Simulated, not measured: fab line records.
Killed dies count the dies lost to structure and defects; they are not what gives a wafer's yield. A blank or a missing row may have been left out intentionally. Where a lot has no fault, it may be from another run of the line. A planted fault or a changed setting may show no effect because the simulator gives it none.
Code-filled problem report in 8D (eight disciplines) form    flow sky130    the parts of the form that need people (team, actions taken, sign-off) are left out

## 1. THE ISSUE
Wafers without a fault read 2.1001e+12, standard deviation 2.2e+09; dose-ions-cm2 at SKY_VT_ADJUST_HVTR_IMPLANT_09 reads a mean of 2.4013e+12 on 6 wafers belonging to 2 lots. So: +99 or more standard deviations from the usual mean.
The first sign was on wafer L909.2 at day 11 14:02, on implanter-03. The record holds 39 wafers of 13 lots with a number at this step. The rule behind "out" and "out of limits": a value lying over 4 standard deviations away from the usual mean. The rest of the wafers with a number are treated as sound.

## 2. WHAT IT IS; WHAT IT IS NOT
question                     is                                 is not
which readings at this step  dose-ions-cm2, faraday-current-uA  -
which lots                   L909, L910                         L902, L903, L904, L907, L915, L919, L920, L921, L922, L923, L924
which wafers of those lots   all that have a number             -
read on which tools          implanter-03                       implanter-01, implanter-04
when                         from day 11 14:02                  up to then (12 sound wafers); but 21 sound wafers of L915, L919, L920, L921, L922, L923, L924 came after

## 3. SUSPECTS, AND WHAT RULES EACH OUT
Counting: any tool at a process step up to the reading is kept as a suspect provided that every lot that is out went through it and no sound lot did after the first of them.
- implanter-03 at SKY_VT_ADJUST_HVTR_IMPLANT_09: ruled out as a lasting fault. After its first lot that is out, L909 (day 11 14:02), sound lots L919, L921, L923 ran on it.
Left after counting: nothing in the record.

## 4. THE CAUSE (what the simulator had put in)
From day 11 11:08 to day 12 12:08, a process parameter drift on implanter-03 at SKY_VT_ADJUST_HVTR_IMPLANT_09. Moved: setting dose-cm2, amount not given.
Counting ruled it out, wrongly.

## 5. THE EFFECT CHAIN, in route order
One row per reading whose mean, taken over the struck wafers that have a number, lies over 3 standard deviations from the usual. Only readings whose record carries a usual standard deviation are examined. hours: median over the lots of the time between each lot's start at the first step of this table that gives one and its start at this step. sigmas: the change, counted in usual standard deviations.
hours  step                           reading             usual       on struck wafers  change       sigmas
0      SKY_VT_ADJUST_HVTR_IMPLANT_09  dose-ions-cm2       2.1001e+12  2.4013e+12        +3.0123e+11  +99 or more
0      SKY_VT_ADJUST_HVTR_IMPLANT_09  faraday-current-uA  11.84       13.57             +1.73        +7.5
Here are the process steps it includes:
- SKY_VT_ADJUST_HVTR_IMPLANT_09
Later measuring or inspecting steps at which every struck wafer that the step has a row for has a number for every such reading, and none has moved that far: SKY_VT_ADJUST_HVTR_TW_MEAS_11, SKY_SONOS_TUNNEL_CD_MEAS_07.

## 6. WHAT WOULD HAVE CAUGHT IT SOONER
First out-of-limits reading in this record: day 11 14:02, which is 3 hours after fault onset at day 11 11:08.
